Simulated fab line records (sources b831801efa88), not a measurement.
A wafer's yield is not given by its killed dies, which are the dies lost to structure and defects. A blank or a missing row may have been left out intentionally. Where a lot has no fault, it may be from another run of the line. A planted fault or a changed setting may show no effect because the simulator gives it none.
8D (eight disciplines) problem report, filled in by code + flow gf180mcu + the parts of the form that need people (team, actions taken, sign-off) are left out

## 1. WHAT IS WRONG
chamber pressure Torr at GF_V3_CVD_23 reads a mean of 41.31 Torr on 6 wafers of 2 lots; wafers without a fault read 40.01 Torr with a standard deviation of 0.079. That puts it +17 standard deviations away from the usual mean.
The step: deposits W, target thk 350 nm, time 104.9 s.
The first sign was on wafer L389.1 at day 27 12:18, on cvd w-01. At this step, 18 wafers from 6 lots have a number in the record. By rule, "out" or "out of limits" means more than 4 standard deviations away from the usual mean. The rest of the wafers with a number are treated as sound.

## 2. WHAT IT IS AND WHAT IT IS NOT
| question                    | is                     | is not                                                                   |
|-----------------------------|------------------------|--------------------------------------------------------------------------|
| which readings at this step | chamber pressure Torr  | heater power outer w, heater power w                                     |
| which lots                  | L389, L390             | L375, L382, L392, L396                                                   |
| which wafers of those lots  | all that have a number | -                                                                        |
| read on which tools         | cvd w-01               | cvd w-02                                                                 |
| when                        | from day 27 12:18      | up to then (6 sound wafers); but 6 sound wafers of L392, L396 came after |

## 3. WHAT RULES OUT EACH SUSPECT
Counting: a tool at a process step up to the reading stays a suspect if it ran every lot that is out and no sound lot after the first of them.
- plasma asher-03 at GF_V3_STRIP_18 (strips in O2/N2): kept. It ran every lot that is out, first L389 (day 27 11:34), and no sound lot after that.
- cvd w-01 at GF_V3_CVD_23 (deposits W, target thk 350 nm, time 104.9 s): kept. All lots that are out passed through it, beginning with L389 at day 27 12:18, and no sound lot followed; its final sound lot before that point was L375 at day 22 13:34. Its own chamber pressure Torr readings are out on those wafers.
Left after counting: plasma asher-03 at GF_V3_STRIP_18, cvd w-01 at GF_V3_CVD_23.

## 4. THE CAUSE (what the simulator had put in)
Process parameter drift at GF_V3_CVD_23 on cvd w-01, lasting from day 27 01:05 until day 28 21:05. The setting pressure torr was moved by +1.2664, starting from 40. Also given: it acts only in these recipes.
This tool is one of the 2 suspects left after counting.

## 5. THE CHAIN OF EFFECTS, in route order
Rows list readings where the struck wafers' mean (over those with a number) sits beyond 3 standard deviations from the usual. Scope: only readings with a usual standard deviation given in the record; hours: median across lots of the time from each lot's start at the first step in this table that gives one to its start at this step; sigmas: change in usual standard deviations.
| hours | step         | reading               | usual      | on struck wafers | change | sigmas |
|-------|--------------|-----------------------|------------|------------------|--------|--------|
| 0     | GF_V3_CVD_23 | chamber pressure Torr | 40.01 Torr | 41.31            | +1.30  | +17    |
It contains these process steps:
- GF_V3_CVD_23: deposits W, target thk 350 nm, time 104.9 s.
Later measuring or inspecting steps at which every struck wafer that the step has a row for has a number for every such reading, and none has moved that far: GF_V3_RS_MEAS_24.

## 6. HOW IT WOULD HAVE BEEN CAUGHT EARLIER
11 hours passed between the start of the fault at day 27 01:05 and the first reading out of limits in this record, taken at day 27 12:18.
